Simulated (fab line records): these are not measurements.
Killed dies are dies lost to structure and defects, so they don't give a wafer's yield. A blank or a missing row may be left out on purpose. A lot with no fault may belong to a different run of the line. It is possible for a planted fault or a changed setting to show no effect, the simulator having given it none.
Check for tools in common	flow gf180mcu	Sampled: 13 lots, 39 wafers

== WHAT PROMPTED THE OPENING ==
GF_HV_LDD_THK_MEAS_55, reading HV_LDD_CVD_54_THK: flagged on 1 of 13 lots. Wafers without a fault read 9.91 nm, standard deviation 0.15.
Rule: flag the lot when none of its wafers has a number, or when each of its wafers that has one lies beyond 4 standard deviations from that mean. The other lots count as sound.

lot	measured	on	HV_LDD_CVD_54_THK (nm), wafer by wafer	flag
L303	day 12 16:23	film_metro-03	10.01 10.04 9.98	
L305	day 13 08:55	film_metro-04	9.99 9.82 9.89	
L306	day 13 17:49	film_metro-04	10.04 9.95 9.95	
L308	day 14 05:44	film_metro-03	9.87 9.89 10.00	
L309	day 14 22:08	film_metro-03	9.52 9.55 9.62	
L310	day 15 01:11	film_metro-04	10.06 9.99 9.96	
L311	day 15 07:08	film_metro-01	10.24 10.15 10.24	
L312	day 15 22:11	film_metro-01	10.06 9.83 9.99	
L318	day 17 22:21	film_metro-01	9.82 9.74 9.87	
L320	day 18 11:35	film_metro-01	6.58 6.60 6.60	FLAGGED
L322	day 19 05:22	film_metro-01	9.90 9.92 9.81	
L323	day 19 10:43	film_metro-01	10.06 9.78 9.87	
L324	day 19 18:53	film_metro-01	9.81 9.91 10.00	
On average the flagged lots' numbers are 6.59 nm, which is -3.32 nm against the usual, or -22 standard deviations.

== TOOL THAT RAN EACH LOT ==
The record keeps 1 process step preceding the reading, out of 602 steps on the route. Each cell gives the tool, then ch followed by the chambers the sampled wafers passed through, then the start.
lot	flag	GF_HV_LDD_CVD_54
L303		lpcvd-01 ch 0, day 12 15:21
L305		lpcvd-02 ch 0, day 13 07:51
L306		lpcvd-01 ch 0, day 13 16:48
L308		lpcvd-02 ch 0, day 14 04:43
L309		lpcvd-02 ch 0, day 14 20:36
L310		lpcvd-02 ch 1, day 15 00:10
L311		lpcvd-01 ch 1, day 15 06:06
L312		lpcvd-02 ch 1, day 15 21:09
L318		lpcvd-02 ch 0, day 17 20:49
L320	FLAGGED	lpcvd-01 ch 0, day 18 10:33
L322		lpcvd-02 ch 1, day 19 04:21
L323		lpcvd-02 ch 0, day 19 09:42
L324		lpcvd-02 ch 0, day 19 17:51
What is done by these steps:
- GF_HV_LDD_CVD_54: deposits SiO2 from TEOS, target thk 10 nm, time 75 s.
- GF_HV_LDD_THK_MEAS_55

== FLAGGED OVER TOTAL, TOOL BY TOOL (the gauges that took the reading come last) ==
step	tool	lots run	flagged	share of the flagged lots	sound lots run after its first flagged lot
GF_HV_LDD_CVD_54	lpcvd-01	4	1	all	0
GF_HV_LDD_CVD_54	lpcvd-02	9	0	none	-
GF_HV_LDD_THK_MEAS_55	film_metro-01	7	1	all	3 (L322,L323,L324)
GF_HV_LDD_THK_MEAS_55	film_metro-03	3	0	none	-
GF_HV_LDD_THK_MEAS_55	film_metro-04	3	0	none	-

== WHAT IS ALLOWED BY THE TABLE ==
lpcvd-01 at GF_HV_LDD_CVD_54 and film_metro-01 at GF_HV_LDD_THK_MEAS_55 are the 2 rows of the table that ran each flagged lot.
- lpcvd-01 at GF_HV_LDD_CVD_54 ran 4 lots, 1 of them flagged. Last sound lot L311 at day 15 06:06, first flagged lot L320 at day 18 10:33; a fault beginning in between fits.
- film_metro-01 at GF_HV_LDD_THK_MEAS_55 ran 7 lots, 1 of them flagged. Sound lots followed the first flagged one (L322, L323, L324) on it, something a lasting fault affecting the whole tool could not allow.
Just one tool remains: lpcvd-01 at GF_HV_LDD_CVD_54.

== WHAT THE SIMULATOR HAD INSERTED ==
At GF_HV_LDD_CVD_54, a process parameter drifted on lpcvd-01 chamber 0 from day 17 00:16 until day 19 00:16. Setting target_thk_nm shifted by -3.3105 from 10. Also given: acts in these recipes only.
Struck lots among those shown: L320. The rule above reached the same finding.
